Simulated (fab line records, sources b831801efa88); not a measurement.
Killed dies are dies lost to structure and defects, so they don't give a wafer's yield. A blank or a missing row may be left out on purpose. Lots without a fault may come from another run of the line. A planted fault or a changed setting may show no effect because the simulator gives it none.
fab line records | flow sky130
record lots=5 wafers=15 last_day=49
route steps=708 shown METAL5@665 PASSIVATION@681 PAD_OPEN@694
lots that met no fault: from a run of the same line without faults
start_h: hours from the record's first day to the start of the lot's first wafer shown | wait_h: hours since the lot's step before | " the same as in the row above | L1.1+2: a row that stands for several wafers | - no value, or no start given | * or withheld: withheld | < > ~ a bound
route shown NAME@n: a module of which the file shows steps, and the number in the route of the first | usual: mean/standard deviation of fault-free wafers | same: alike in all rows | chamber/n: place in a boat | sites: the reading at each site | _std_site: their standard deviation | _edge_site: outer sites' mean less inner sites' | radius_mm: how far each site lies from the wafer's centre | mask NAME#n: copy n | behind: the tool/chamber that last shaped the wafer | hold: why the lot was held/for how many hours/how that ended | device: the transistor (n, p or np) that didn't switch | end of line: the same wafers' tests at the end of the route | a step without rows: its recipe alone | killed: dies lost to structure and defects at the first sort, not the wafer's yield | map: a wafer's dies, x killed, . not, _ none there
set.NAME: the setting as run; set.NAME@STEP: as run at that earlier step | model.NAME: the simulator's own value behind a step, which no gauge read
lots at some steps of the route; a table a step, a row a wafer
services: from which hour (start_h, from the record's first day; less than 0 if before it) a tool's chamber was out of use, for how many hours, and why
## steps
# step SKY_METAL5_SPUTTER_04
# recipe material=TiN target_thk_nm=70 power_w=6500 time_s=58.3 chamber_pressure_pa=0.4
# usual throttle_valve_pct=30.2/0.68
# columns lot.wafer tool chamber start_h wait_h throttle_valve_pct
L075.1 pvd_sputter-01 - 1006.29 0.0 31.4
L075.4 " - " " 30.1
L075.6 " - " " 30.8
L078.2 pvd_sputter-01 - 1029.73 0.0 31.5
L078.3 " - " " 30.0
L078.5 " - " " 31.1
L083.1 pvd_sputter-01 - 1075.78 0.0 31.2
L083.4 " - " " 29.8
L083.6 " - " " 30.3
L094.1 pvd_sputter-02 - 1122.41 0.0 30.1
L094.5 " - " " 29.7
L094.6 " - " " 29.8
L095.2 pvd_sputter-01 - 1129.72 0.0 30.0
L095.4 " - " " 30.7
L095.6 " - " " 31.0
# step SKY_METAL5_RS_MEAS_05
# recipe thk_meas_gauge=four-point-probe reads=TiN_of_METAL5_SPUTTER_04+Ti_of_METAL5_SPUTTER_03+AlCu_of_METAL5_SPUTTER_02+TiN_of_METAL5_SPUTTER_01+Ti_of_METAL5_SPUTTER_00
# usual METAL5_ALCU_RS=0.0271/0.00035
# columns lot.wafer tool chamber start_h wait_h METAL5_ALCU_RS[ohm/sq]
L075.1 film_metro-02 - 1006.34 0.0 0.0272
L075.4 " - " " 0.0275
L075.6 " - " " 0.0269
L078.2 film_metro-01 - 1029.80 0.0 0.0275
L078.3 " - " " 0.0283
L078.5 " - " " 0.0276
L083.1 film_metro-02 - 1075.83 0.0 0.0274
L083.4 " - " " 0.0274
L083.6 " - " " 0.0272
L094.1 film_metro-02 - 1122.46 0.0 0.0271
L094.5 " - " " 0.0271
L094.6 " - " " 0.0273
L095.2 film_metro-03 - 1129.79 0.0 0.0272
L095.4 " - " " 0.0270
L095.6 " - " " 0.0269
# step SKY_METAL5_THK_MEAS_06
# recipe thk_meas_gauge=xrf reads=AlCu_of_METAL5_SPUTTER_02
# usual METAL5_ALCU_THK=1151/15
# columns lot.wafer tool chamber start_h wait_h METAL5_ALCU_THK[nm]
L075.1 film_metro-02 - 1006.46 0.1 1151
L075.4 " - " " 1137
L075.6 " - " " 1163
L078.2 film_metro-01 - 1029.91 0.1 1142
L078.3 " - " " 1110
L078.5 " - " " 1131
L083.1 film_metro-02 - 1075.95 0.1 1146
L083.4 " - " " 1152
L083.6 " - " " 1155
L094.1 film_metro-02 - 1122.58 0.1 1150
L094.5 " - " " 1151
L094.6 " - " " 1138
L095.2 film_metro-03 - 1129.90 0.1 1150
L095.4 " - " " 1156
L095.6 " - " " 1165
# step SKY_METAL5_DEHYDRATE_07
# recipe temp_c=200 time_s=60
# columns lot.wafer tool chamber start_h wait_h
L075.1+4+6 litho_track-02 0 1016.38 9.9
L078.2+3+5 litho_track-04 0 1039.70 9.8
L083.1+4+6 litho_track-03 0 1085.47 9.5
L094.1+5+6 litho_track-02 0 1131.88 9.3
L095.2+4+6 litho_track-02 0 1139.21 9.3
# step SKY_METAL5_HMDS_08
# recipe prime_time_s=60 prime_temp_c=120
# columns lot.wafer tool chamber start_h wait_h
L075.1+4+6 litho_track-02 0 1016.53 0.1
L078.2+3+5 litho_track-04 0 1039.85 0.1
L083.1+4+6 litho_track-03 0 1085.62 0.1
L094.1+5+6 litho_track-02 0 1132.03 0.1
L095.2+4+6 litho_track-02 0 1139.36 0.1
# step SKY_METAL5_COAT_09
# recipe resist=NOVOLAK spin_rpm=3000 resist_thk_nm=1800
# columns lot.wafer tool chamber start_h wait_h
L075.1+4+6 litho_track-02 0 1016.68 0.1
L078.2+3+5 litho_track-04 0 1040.00 0.1
L083.1+4+6 litho_track-03 0 1085.77 0.1
L094.1+5+6 litho_track-02 0 1132.18 0.1
L095.2+4+6 litho_track-02 0 1139.51 0.1
# step SKY_METAL5_SOFTBAKE_10
# recipe temp_c=90 time_s=60 resist=NOVOLAK
# columns lot.wafer tool chamber start_h wait_h
L075.1+4+6 litho_track-02 0 1016.83 0.1
L078.2+3+5 litho_track-04 0 1040.15 0.1
L083.1+4+6 litho_track-03 0 1085.92 0.1
L094.1+5+6 litho_track-02 0 1132.33 0.1
L095.2+4+6 litho_track-02 0 1139.66 0.1
# step SKY_METAL5_EXPOSE_11
# recipe mask_id=MM5 na=0.6 source_shape=conventional sigma_outer=0.6 polarization=unpolarized target_cd_nm=1600 dose_mj=190
# same na=0.6
# columns lot.wafer tool chamber start_h wait_h mask
L075.1+4+6 iline_stepper-01 0 - - MM5#0
L078.2+3+5 iline_stepper-02 0 - - MM5#0
L083.1+4+6 iline_stepper-02 0 - - MM5#0
L094.1+5+6 iline_stepper-02 0 - - MM5#0
L095.2+4+6 iline_stepper-02 0 - - MM5#0
# step SKY_METAL5_PEB_12
# recipe temp_c=withheld time_s=* resist=NOVOLAK
# columns lot.wafer tool chamber start_h wait_h
L075.1+4+6 litho_track-02 0 - -
L078.2+3+5 litho_track-03 0 - -
L083.1+4+6 litho_track-03 0 - -
L094.1+5+6 litho_track-03 0 - -
L095.2+4+6 litho_track-04 0 - -
# step SKY_METAL5_DEVELOP_13
# recipe resist=NOVOLAK developer=TMAH develop_time_s=60 dev_temp_c=23
# columns lot.wafer tool chamber start_h wait_h
L075.1+4+6 litho_track-02 0 1028.73 0.1
L078.2+3+5 litho_track-03 0 1051.74 0.1
L083.1+4+6 litho_track-03 0 1095.97 0.1
L094.1+5+6 litho_track-03 0 1141.92 0.1
L095.2+4+6 litho_track-04 0 1148.75 0.1
# step SKY_METAL5_DESCUM_14
# recipe chemistry=O2 source_power_w=150 bias_power_w=0 pressure_mtorr=10 temp_c=40 time_s=11
# usual drypump_motor_current_A=5.89/0.28 oes_product_au=1.004/0.011
# columns lot.wafer tool chamber start_h wait_h drypump_motor_current_A oes_product_au rf_hours_counter_h
L075.1 rie_metal-03 0 1028.88 0.1 6.02 1.003 1
L075.4 " 0 " " 6.02 1.008 -
L075.6 " 0 " " 6.00 1.004 -
L078.2 rie_metal-03 1 1051.87 0.1 5.61 1.013 0
L078.3 " 1 " " 5.62 1.011 -
L078.5 " 0 " " 6.03 1.004 -
L083.1 rie_metal-04 1 1096.12 0.1 5.60 1.011 14
L083.4 " 1 " " 5.64 1.012 -
L083.6 " 0 " " 5.80 1.008 -
L094.1 rie_metal-02 1 1142.07 0.1 6.08 0.979 16
L094.5 " 1 " " 6.10 0.987 -
L094.6 " 0 " " 6.54 0.999 -
L095.2 rie_metal-03 1 1148.88 0.1 5.65 1.009 8
L095.4 " 1 " " 5.62 1.002 -
L095.6 " 0 " " 5.97 1.014 -
# step SKY_METAL5_METAL_ETCH_15
# recipe target_depth_a=12600 stop_on=SiO2 over_etch_frac=0.2 time_s=252 chemistry=Cl2/BCl3 resist_sidewall_deg=86 pressure_mtorr=10 icp_w=900 bias_w=48.5 Cl2_flow_sccm=60 bcl3_flow_sccm=30
# usual bcl3_flow_sccm=30.01/0.093 drypump_motor_current_A=5.88/0.27 oes_product_au=0.894/0.0054 throttle_valve_pct=22.263/0.009
# columns lot.wafer tool chamber start_h wait_h bcl3_flow_sccm drypump_motor_current_A oes_product_au rf_hours_counter_h throttle_valve_pct
L075.1 rie_metal-03 0 1028.95 0.1 30.01 5.98 0.897 1 22.255
L075.4 " 0 " " 30.09 6.01 0.889 - 22.261
L075.6 " 0 " " 30.14 6.00 0.892 - 22.265
L078.2 rie_metal-03 1 1051.90 0.0 29.83 5.62 0.900 0 22.273
L078.3 " 1 " " 29.92 5.64 0.887 - 22.273
L078.5 " 0 " " 30.04 5.98 0.894 - 22.249
L083.1 rie_metal-04 1 1096.15 0.0 30.00 5.63 0.895 14 22.253
L083.4 " 1 " " 30.08 5.62 0.894 - 22.262
L083.6 " 0 " " 30.18 5.80 0.898 - 22.256
L094.1 rie_metal-02 1 1142.11 0.0 29.89 6.09 0.884 16 22.265
L094.5 " 1 " " 30.03 6.10 0.895 - 22.266
L094.6 " 0 " " 30.07 6.53 0.891 - 22.264
L095.2 rie_metal-03 1 1148.91 0.0 29.88 5.64 0.890 8 22.258
L095.4 " 1 " " 29.92 5.63 0.890 - 22.263
L095.6 " 0 " " 29.89 5.95 0.903 - 22.257
# step SKY_METAL5_STRIP_16
# recipe chemistry=O2/N2 power_w=1400 pressure_mtorr=1500 platen_temp_c=withheld o2_flow_sccm=3000 n2_flow_sccm=300 overash_fraction=0.5
# usual drypump_motor_current_A=5.7/0.5 oes_product_au=0.710/0.0048 strip_time_to_endpoint_s=13.07/0.17
# columns lot.wafer tool chamber start_h wait_h drypump_motor_current_A oes_product_au rf_hours_counter_h strip_time_to_endpoint_s
L075.1 plasma_asher-01 1 1029.42 0.4 5.5 0.714 85 13.10
L075.4 " 1 " " 5.5 0.720 - 13.06
L075.6 " 1 " " 5.4 0.712 - 13.16
L078.2 plasma_asher-03 0 1052.14 0.2 5.8 0.716 122 13.06
L078.3 " 0 " " 5.8 0.714 - 13.01
L078.5 " 1 " " 5.3 0.711 - 13.16
L083.1 plasma_asher-03 1 1096.39 0.2 5.3 0.707 3 12.85
L083.4 " 1 " " 5.3 0.706 - 12.83
L083.6 " 0 " " 5.8 0.717 - 12.84
L094.1 plasma_asher-01 0 1142.43 0.2 6.2 0.714 96 13.45
L094.5 " 0 " " 6.2 0.709 - 13.46
L094.6 " 1 " " 5.5 0.712 - 13.19
L095.2 plasma_asher-04 0 1149.15 0.2 6.5 0.719 40 13.02
L095.4 " 1 " " 4.7 0.715 - 13.06
L095.6 " 1 " " 4.7 0.716 - 12.88
# step SKY_METAL5_STRIP_17
# recipe chemistry=post_etch_residue_remover time_s=1200 temp_c=72.5
# columns lot.wafer tool chamber start_h wait_h
L075.1+4+6 wet_bench-01 1 1029.52 0.1
L078.2+3+5 wet_bench-02 3 1052.24 0.1
L083.1+4+6 wet_bench-04 1 1096.49 0.1
L094.1+5+6 wet_bench-02 0 1142.53 0.1
L095.2+4+6 wet_bench-01 3 1149.25 0.1
# step SKY_METAL5_CLEAN_18
# recipe chemistry=IPA time_s=180 temp_c=25
# columns lot.wafer tool chamber start_h wait_h
L075.1+4+6 wet_bench-04 1 1029.86 0.0
L078.2+3+5 wet_bench-04 1 1052.58 0.0
L083.1+4+6 wet_bench-02 0 1096.83 0.0
L094.1+5+6 wet_bench-02 1 1142.87 0.0
L095.2+4+6 wet_bench-02 1 1149.62 0.0
# step SKY_METAL5_CLEAN_19
# recipe chemistry=O3/DIW dry=n2_spin
# columns lot.wafer tool chamber start_h wait_h
L075.1+4+6 wet_bench-01 1 1029.92 0.0
L078.2+3+5 wet_bench-01 3 1052.64 0.0
L083.1+4+6 wet_bench-01 3 1096.89 0.0
L094.1+5+6 wet_bench-02 2 1142.93 0.0
L095.2+4+6 wet_bench-01 2 1149.68 0.0
# step SKY_PASSIVATION_CVD_00
# recipe material=SiO2 target_thk_nm=90 temp_c=400 time_s=withheld rf_w=600
# usual heater_power_outer_w=429/90 heater_power_w=717/120
# columns lot.wafer tool chamber start_h wait_h heater_power_outer_w heater_power_w
L075.1 pecvd-01 2 1030.01 0.0 402 697
L075.4 " 0 " " 406 638
L075.6 " 1 " " 380 639
L078.2 pecvd-02 0 1052.82 0.0 353 725
L078.3 " 1 " " 356 676
L078.5 " 2 " " 642 905
L083.1 pecvd-04 2 1096.98 0.0 544 897
L083.4 " 0 " " 394 642
L083.6 " 2 " " 530 888
L094.1 pecvd-04 0 1143.02 0.0 339 579
L094.5 " 2 " " 614 962
L094.6 " 0 " " 354 580
L095.2 pecvd-01 2 1149.78 0.0 464 782
L095.4 " 2 " " 464 787
L095.6 " 2 " " 473 798
# step SKY_PASSIVATION_THK_MEAS_01
# recipe reads=SiO2_of_PASSIVATION_CVD_00
# usual PASSIVATION_CVD_00_THK=90.0/1.3
# columns lot.wafer tool chamber start_h wait_h PASSIVATION_CVD_00_THK[nm]
L075.1 film_metro-04 - 1030.03 - 89.5
L075.4 " - " " 91.1
L075.6 " - " " 91.1
L078.2 film_metro-01 - 1052.85 - 88.4
L078.3 " - " " 88.2
L078.5 " - " " 90.0
L083.1 film_metro-03 - 1097.00 - 91.1
L083.4 " - " " 92.8
L083.6 " - " " 92.0
L094.1 film_metro-03 - 1143.04 - 89.8
L094.5 " - " " 91.0
L094.6 " - " " 91.7
L095.2 film_metro-01 - 1149.82 - 89.1
L095.4 " - " " 90.0
L095.6 " - " " 90.3
# step SKY_PASSIVATION_CVD_02
# recipe material=Si3N4 target_thk_nm=540 temp_c=400 time_s=withheld rf_w=450
# usual heater_power_outer_w=459/99 heater_power_w=755/140
# columns lot.wafer tool chamber start_h wait_h heater_power_outer_w heater_power_w
L075.1 pecvd-04 0 1030.09 0.1 437 684
L075.4 " 0 " " 348 562
L075.6 " 1 " " 349 589
L078.2 pecvd-04 2 1052.90 0.0 522 862
L078.3 " 1 " " 385 645
L078.5 " 1 " " 387 656
L083.1 pecvd-02 1 1097.06 0.1 411 722
L083.4 " 2 " " 680 962
L083.6 " 0 " " 433 821
L094.1 pecvd-01 2 1143.10 0.1 499 828
L094.5 " 0 " " 370 628
L094.6 " 2 " " 506 848
L095.2 pecvd-04 1 1149.87 0.0 339 581
L095.4 " 0 " " 406 654
L095.6 " 2 " " 655 1025
# step SKY_PASSIVATION_THK_MEAS_03
# recipe reads=Si3N4_of_PASSIVATION_CVD_02
# usual PASSIVATION_CVD_02_THK=542/7.5
# columns lot.wafer tool chamber start_h wait_h PASSIVATION_CVD_02_THK[nm]
L075.1 film_metro-03 - 1030.32 - 527
L075.4 " - " " 532
L075.6 " - " " 544
L078.2 film_metro-03 - 1053.14 - 532
L078.3 " - " " 540
L078.5 " - " " 553
L083.1 film_metro-03 - 1097.29 - 544
L083.4 " - " " 538
L083.6 " - " " 536
L094.1 film_metro-04 - 1143.33 - 541
L094.5 " - " " 543
L094.6 " - " " 552
L095.2 film_metro-04 - 1150.11 - 540
L095.4 " - " " 547
L095.6 " - " " 546
# step SKY_PASSIVATION_DEHYDRATE_04
# recipe temp_c=200 time_s=60
# columns lot.wafer tool chamber start_h wait_h
L075.1+4+6 litho_track-01 0 1039.93 9.6
L078.2+3+5 litho_track-04 0 1062.95 9.8
L083.1+4+6 litho_track-03 0 1106.32 9.0
L094.1+5+6 litho_track-01 0 1151.53 8.2
L095.2+4+6 litho_track-03 0 1158.04 7.9
# step SKY_PASSIVATION_HMDS_05
# recipe prime_time_s=60 prime_temp_c=120
# columns lot.wafer tool chamber start_h wait_h
L075.1+4+6 litho_track-01 0 1040.08 0.1
L078.2+3+5 litho_track-04 0 1063.10 0.1
L083.1+4+6 litho_track-03 0 1106.47 0.1
L094.1+5+6 litho_track-01 0 1151.68 0.1
L095.2+4+6 litho_track-03 0 1158.19 0.1
# step SKY_PASSIVATION_COAT_06
# recipe spin_rpm=2000 resist_thk_nm=3000
# columns lot.wafer tool chamber start_h wait_h
L075.1+4+6 litho_track-01 0 1040.23 0.1
L078.2+3+5 litho_track-04 0 1063.25 0.1
L083.1+4+6 litho_track-03 0 1106.62 0.1
L094.1+5+6 litho_track-01 0 1151.83 0.1
L095.2+4+6 litho_track-03 0 1158.34 0.1
# step SKY_PASSIVATION_SOFTBAKE_07
# recipe temp_c=110 time_s=withheld
# columns lot.wafer tool chamber start_h wait_h
L075.1+4+6 litho_track-01 0 1040.38 0.1
L078.2+3+5 litho_track-04 0 1063.41 0.1
L083.1+4+6 litho_track-03 0 1106.77 0.1
L094.1+5+6 litho_track-01 0 1151.98 0.1
L095.2+4+6 litho_track-03 0 1158.50 0.1
# step SKY_PASSIVATION_EXPOSE_08
# recipe mask_id=NSM target_cd_nm=3000 na=0.57 dose_mj=260
# same na=0.57
# columns lot.wafer tool chamber start_h wait_h mask
L075.1+4+6 iline_stepper-02 0 - - NSM#0
L078.2+3+5 iline_stepper-02 0 - - NSM#0
L083.1+4+6 iline_stepper-02 0 - - NSM#0
L094.1+5+6 iline_stepper-01 0 - - NSM#0
L095.2+4+6 iline_stepper-01 0 - - NSM#0
# step SKY_PASSIVATION_PEB_09
# recipe temp_c=115 time_s=withheld
# columns lot.wafer tool chamber start_h wait_h
L075.1+4+6 litho_track-04 0 - -
L078.2+3+5 litho_track-04 0 - -
L083.1+4+6 litho_track-03 0 - -
L094.1+5+6 litho_track-01 0 - -
L095.2+4+6 litho_track-04 0 - -
# step SKY_PASSIVATION_DEVELOP_10
# recipe develop_time_s=60 dev_temp_c=23
# columns lot.wafer tool chamber start_h wait_h
L075.1+4+6 litho_track-04 0 - -
L078.2+3+5 litho_track-04 0 - -
L083.1+4+6 litho_track-03 0 - -
L094.1+5+6 litho_track-01 0 - -
L095.2+4+6 litho_track-04 0 - -
# step SKY_PASSIVATION_ETCH_11
# recipe chemistry=CF4/O2 target_depth_nm=725 stop_on=AlCu source_w=800 bias_w=150 pressure_mtorr=150 cf4_flow_sccm=80 O2_flow_sccm=10 time_s=161.1
# usual drypump_motor_current_A=5.7/0.46 oes_product_au=0.978/0.0082 throttle_valve_pct=5.964/0.0092
# columns lot.wafer tool chamber start_h wait_h drypump_motor_current_A oes_product_au rf_hours_counter_h throttle_valve_pct
L075.1 rie_diel-01 2 1052.13 - 5.1 0.966 8 5.969
L075.4 " 3 " " 5.3 0.971 21 5.963
L075.6 " 1 " " 6.1 0.984 - 5.967
L078.2 rie_diel-03 3 1074.48 - 6.0 0.975 10 5.958
L078.3 " 1 " " 6.3 0.978 9 5.972
L078.5 " 0 " " 6.3 0.980 - 5.957
L083.1 rie_diel-03 1 1117.27 - 6.3 0.981 10 5.957
L083.4 " 0 " " 6.2 0.971 8 5.959
L083.6 " 2 " " 6.2 0.982 - 5.961
L094.1 rie_diel-01 1 1161.18 - 6.1 0.983 14 5.957
L094.5 " 1 " " 6.1 0.991 - 5.964
L094.6 " 2 " " 5.0 0.992 - 5.957
L095.2 rie_diel-01 1 1166.73 - 6.1 0.970 15 5.978
L095.4 " 0 " " 5.8 0.975 20 5.977
L095.6 " 3 " " 5.2 0.977 - 5.975
# step SKY_PASSIVATION_STRIP_12
# recipe chemistry=O2/N2 power_w=1400 pressure_mtorr=1500 platen_temp_c=withheld overash_fraction=0.7 o2_flow_sccm=3000 n2_flow_sccm=300
# usual drypump_motor_current_A=5.6/0.62 oes_product_au=0.661/0.0044 strip_time_to_endpoint_s=31.51/0.13
# columns lot.wafer tool chamber start_h wait_h drypump_motor_current_A oes_product_au rf_hours_counter_h strip_time_to_endpoint_s
L075.1 plasma_asher-04 1 1052.23 0.1 4.7 0.656 30 31.58
L075.4 " 1 " " 4.7 0.665 - 31.57
L075.6 " 0 " " 6.5 0.661 - 31.43
L078.2 plasma_asher-04 0 1074.58 0.1 6.5 0.664 33 31.47
L078.3 " 1 " " 4.7 0.663 - 31.68
L078.5 " 0 " " 6.5 0.666 - 31.61
L083.1 plasma_asher-02 0 1117.37 0.1 6.2 0.670 69 31.79
L083.4 " 1 " " 5.2 0.660 - 31.71
L083.6 " 0 " " 6.2 0.659 - 31.54
L094.1 plasma_asher-04 0 1161.29 0.1 6.5 0.666 41 31.22
L094.5 " 0 " " 6.5 0.661 - 31.20
L094.6 " 1 " " 4.7 0.659 - 31.48
L095.2 plasma_asher-03 0 1166.83 0.1 5.8 0.661 9 31.29
L095.4 " 1 " " 5.3 0.664 - 31.56
L095.6 " 1 " " 5.3 0.667 - 31.61
# step SKY_PAD_OPEN_DEHYDRATE_00
# recipe temp_c=200 time_s=60
# columns lot.wafer tool chamber start_h wait_h
L075.1+4+6 litho_track-01 0 1062.23 10.0
L078.2+3+5 litho_track-04 0 1083.90 9.3
L083.1+4+6 litho_track-02 0 1126.28 8.9
L094.1+5+6 litho_track-01 0 1169.33 8.0
L095.2+4+6 litho_track-01 0 1174.86 8.0
# step SKY_PAD_OPEN_HMDS_01
# recipe prime_time_s=60 prime_temp_c=120
# columns lot.wafer tool chamber start_h wait_h
L075.1+4+6 litho_track-01 0 1062.38 0.1
L078.2+3+5 litho_track-04 0 1084.05 0.1
L083.1+4+6 litho_track-02 0 1126.43 0.1
L094.1+5+6 litho_track-01 0 1169.48 0.1
L095.2+4+6 litho_track-01 0 1175.01 0.1
# step SKY_PAD_OPEN_COAT_02
# recipe spin_rpm=2000 resist_thk_nm=3000
# columns lot.wafer tool chamber start_h wait_h
L075.1+4+6 litho_track-01 0 1062.53 0.1
L078.2+3+5 litho_track-04 0 1084.20 0.1
L083.1+4+6 litho_track-02 0 1126.58 0.1
L094.1+5+6 litho_track-01 0 1169.63 0.1
L095.2+4+6 litho_track-01 0 1175.16 0.1
# step SKY_PAD_OPEN_SOFTBAKE_03
# recipe temp_c=110 time_s=withheld
# columns lot.wafer tool chamber start_h wait_h
L075.1+4+6 litho_track-01 0 1062.68 0.1
L078.2+3+5 litho_track-04 0 1084.36 0.1
L083.1+4+6 litho_track-02 0 1126.73 0.1
L094.1+5+6 litho_track-01 0 1169.78 0.1
L095.2+4+6 litho_track-01 0 1175.31 0.1
# step SKY_PAD_OPEN_EXPOSE_04
# recipe mask_id=PDM target_cd_nm=60000 na=0.57 dose_mj=260
# same na=0.57
# columns lot.wafer tool chamber start_h wait_h mask
L075.1+4+6 iline_stepper-02 0 - - PDM#0
L078.2+3+5 iline_stepper-01 0 - - PDM#0
L083.1+4+6 iline_stepper-02 0 - - PDM#0
L094.1+5+6 iline_stepper-02 0 - - PDM#0
L095.2+4+6 iline_stepper-02 0 - - PDM#0
# step SKY_PAD_OPEN_PEB_05
# recipe temp_c=115 time_s=withheld
# columns lot.wafer tool chamber start_h wait_h
L075.1+4+6 litho_track-01 0 - -
L078.2+3+5 litho_track-04 0 - -
L083.1+4+6 litho_track-02 0 - -
L094.1+5+6 litho_track-02 0 - -
L095.2+4+6 litho_track-04 0 - -
# step SKY_PAD_OPEN_DEVELOP_06
# recipe develop_time_s=60 dev_temp_c=23
# columns lot.wafer tool chamber start_h wait_h
L075.1+4+6 litho_track-01 0 - -
L078.2+3+5 litho_track-04 0 - -
L083.1+4+6 litho_track-02 0 - -
L094.1+5+6 litho_track-02 0 - -
L095.2+4+6 litho_track-04 0 - -
# step SKY_PAD_OPEN_ETCH_07
# recipe chemistry=CF4/O2 target_depth_nm=725 stop_on=AlCu source_w=800 bias_w=150 pressure_mtorr=150 cf4_flow_sccm=80 O2_flow_sccm=10 time_s=161.1
# usual drypump_motor_current_A=5.8/0.38 oes_product_au=0.977/0.0076 throttle_valve_pct=5.965/0.0093
# columns lot.wafer tool chamber start_h wait_h drypump_motor_current_A oes_product_au rf_hours_counter_h throttle_valve_pct
L075.1 rie_diel-02 0 1073.73 - 5.5 0.971 21 5.981
L075.4 " 2 " " 5.8 0.971 14 5.971
L075.6 " 1 " " 5.7 0.982 - 5.981
L078.2 rie_diel-03 3 1095.38 - 6.0 0.971 11 5.960
L078.3 " 2 " " 6.3 0.968 21 5.966
L078.5 " 2 " " 6.3 0.981 - 5.959
L083.1 rie_diel-02 3 1136.73 - 6.0 0.970 13 5.982
L083.4 " 0 " " 5.5 0.974 23 5.969
L083.6 " 3 " " 6.0 0.972 - 5.962
L094.1 rie_diel-02 0 1178.08 - 5.5 0.980 25 5.960
L094.5 " 0 " " 5.5 0.987 - 5.959
L094.6 " 1 " " 5.7 0.985 - 5.952
L095.2 rie_diel-03 2 1183.13 - 6.2 0.966 24 5.975
L095.4 " 1 " " 6.3 0.984 13 5.967
L095.6 " 0 " " 6.2 0.969 - 5.965
# step SKY_PAD_OPEN_STRIP_08
# recipe chemistry=O2/N2 power_w=1400 pressure_mtorr=1500 platen_temp_c=withheld overash_fraction=0.7 o2_flow_sccm=3000 n2_flow_sccm=300
# usual drypump_motor_current_A=5.7/0.63 oes_product_au=0.663/0.0044 strip_time_to_endpoint_s=37.11/0.088
# columns lot.wafer tool chamber start_h wait_h drypump_motor_current_A oes_product_au rf_hours_counter_h strip_time_to_endpoint_s
L075.1 plasma_asher-04 1 1073.84 0.1 4.7 0.664 33 37.04
L075.4 " 0 " " 6.5 0.654 - 37.19
L075.6 " 0 " " 6.5 0.664 - 37.03
L078.2 plasma_asher-01 1 1095.48 0.1 5.4 0.672 91 37.13
L078.3 " 1 " " 5.5 0.666 - 37.12
L078.5 " 0 " " 6.2 0.653 - 36.97
L083.1 plasma_asher-02 0 1136.84 0.1 6.2 0.662 71 37.17
L083.4 " 0 " " 6.2 0.665 - 37.15
L083.6 " 1 " " 5.1 0.655 - 37.03
L094.1 plasma_asher-02 1 1178.19 0.1 5.2 0.665 75 37.06
L094.5 " 1 " " 5.2 0.667 - 37.01
L094.6 " 0 " " 6.2 0.659 - 37.03
L095.2 plasma_asher-04 1 1183.23 0.1 4.7 0.665 44 37.06
L095.4 " 0 " " 6.5 0.668 - 37.00
L095.6 " 0 " " 6.5 0.662 - 36.95
# step SKY_PAD_OPEN_STRIP_09
# recipe chemistry=post_etch_residue_remover time_s=1200 temp_c=72.5
# columns lot.wafer tool chamber start_h wait_h
L075.1+4+6 wet_bench-04 2 1073.94 0.1
L078.2+3+5 wet_bench-03 3 1095.63 0.1
L083.1+4+6 wet_bench-03 0 1136.94 0.1
L094.1+5+6 wet_bench-04 3 1178.29 0.1
L095.2+4+6 wet_bench-03 2 1183.33 0.1
# step SKY_PAD_OPEN_CLEAN_10
# recipe chemistry=IPA time_s=180 temp_c=25
# columns lot.wafer tool chamber start_h wait_h
L075.1+4+6 wet_bench-01 1 1074.31 0.0
L078.2+3+5 wet_bench-04 2 1095.97 0.0
L083.1+4+6 wet_bench-04 1 1137.28 0.0
L094.1+5+6 wet_bench-04 3 1178.63 0.0
L095.2+4+6 wet_bench-01 3 1183.72 0.0
# step SKY_PAD_OPEN_CLEAN_11
# recipe chemistry=O3/DIW dry=n2_spin
# columns lot.wafer tool chamber start_h wait_h
L075.1+4+6 wet_bench-04 1 1074.37 0.0
L078.2+3+5 wet_bench-03 2 1096.03 0.0
L083.1+4+6 wet_bench-03 2 1137.34 0.0
L094.1+5+6 wet_bench-01 3 1178.69 0.0
L095.2+4+6 wet_bench-03 1 1183.78 0.0
# step SKY_PAD_OPEN_ANNEAL_12
# recipe temp_c=400 time_s=withheld ambient=N2/H2 idle_temp_c=300 ramp_up_c_per_min=8 ramp_down_c_per_min=4
# usual ramp_down_c_per_min=4.0000/0.00071 spike_tc_lower_C=399.5/1.1
# columns lot.wafer tool chamber start_h wait_h ramp_down_c_per_min spike_tc_lower_C
L075.1 furnace-02 0 1074.47 0.0 4.0001 398.7
L075.4 " 0 " " 3.9998 399.1
L075.6 " 0 " " 4.0002 397.5
L078.2 furnace-02 0 1096.12 0.0 3.9998 399.5
L078.3 " 0 " " 4.0007 398.7
L078.5 " 0 " " 4.0008 399.5
L083.1 furnace-02 0 1137.43 0.0 4.0015 398.7
L083.4 " 0 " " 4.0000 398.9
L083.6 " 0 " " 4.0003 400.7
L094.1 furnace-02 0 1178.78 0.0 4.0011 399.8
L094.5 " 0 " " 3.9993 398.4
L094.6 " 0 " " 4.0002 399.8
L095.2 furnace-01 0 1183.87 0.0 4.0007 400.0
L095.4 " 0 " " 3.9994 400.3
L095.6 " 0 " " 3.9994 400.4
# step SKY_PAD_OPEN_BOW_MEAS_13
# recipe mode=bow
# usual PAD_OPEN_BOW=47/9.4
# columns lot.wafer tool chamber start_h wait_h PAD_OPEN_BOW[um]
L075.1 film_metro-04 - 1075.97 - 48
L075.4 " - " " 53
L075.6 " - " " 45
L078.2 film_metro-03 - 1097.64 - 42
L078.3 " - " " 36
L078.5 " - " " 60
L083.1 film_metro-02 - 1138.93 - 59
L083.4 " - " " 56
L083.6 " - " " 73
L094.1 film_metro-02 - 1180.28 - 43
L094.5 " - " " 52
L094.6 " - " " 51
L095.2 film_metro-04 - 1185.39 - 44
L095.4 " - " " 43
L095.6 " - " " 36
## services
# columns tool chamber start_h hours kind
rie_diel-01 1 990.16 4.0 repair
rie_metal-03 0 1003.19 18.2 repair
iline_stepper-02 - 1011.47 4.4 pm
rie_diel-02 3 1016.96 3.1 repair
furnace-02 - 1027.52 2.9 pm
rie_diel-03 - 1038.15 0.3 repair
iline_stepper-01 - 1039.73 4.0 repair
furnace-02 - 1044.42 3.4 pm
rie_metal-03 - 1045.46 4.3 pm
plasma_asher-03 - 1055.25 9.0 pm
rie_diel-02 3 1061.75 8.7 repair
pecvd-01 - 1082.95 14.6 pm
rie_diel-02 2 1084.69 7.3 repair
iline_stepper-01 - 1092.10 1.7 pm
rie_diel-01 1 1106.51 7.0 repair
plasma_asher-03 - 1113.02 2.0 repair
rie_diel-02 - 1116.20 0.1 repair
rie_diel-01 - 1126.15 0.3 repair
pecvd-04 2 1128.93 5.9 repair
rie_diel-03 2 1130.96 3.6 repair
iline_stepper-02 - 1137.35 1.7 pm
rie_diel-03 - 1142.33 2.8 pm
wet_bench-01 - 1152.36 1.6 repair
iline_stepper-02 - 1176.56 2.3 repair
## key
fault none
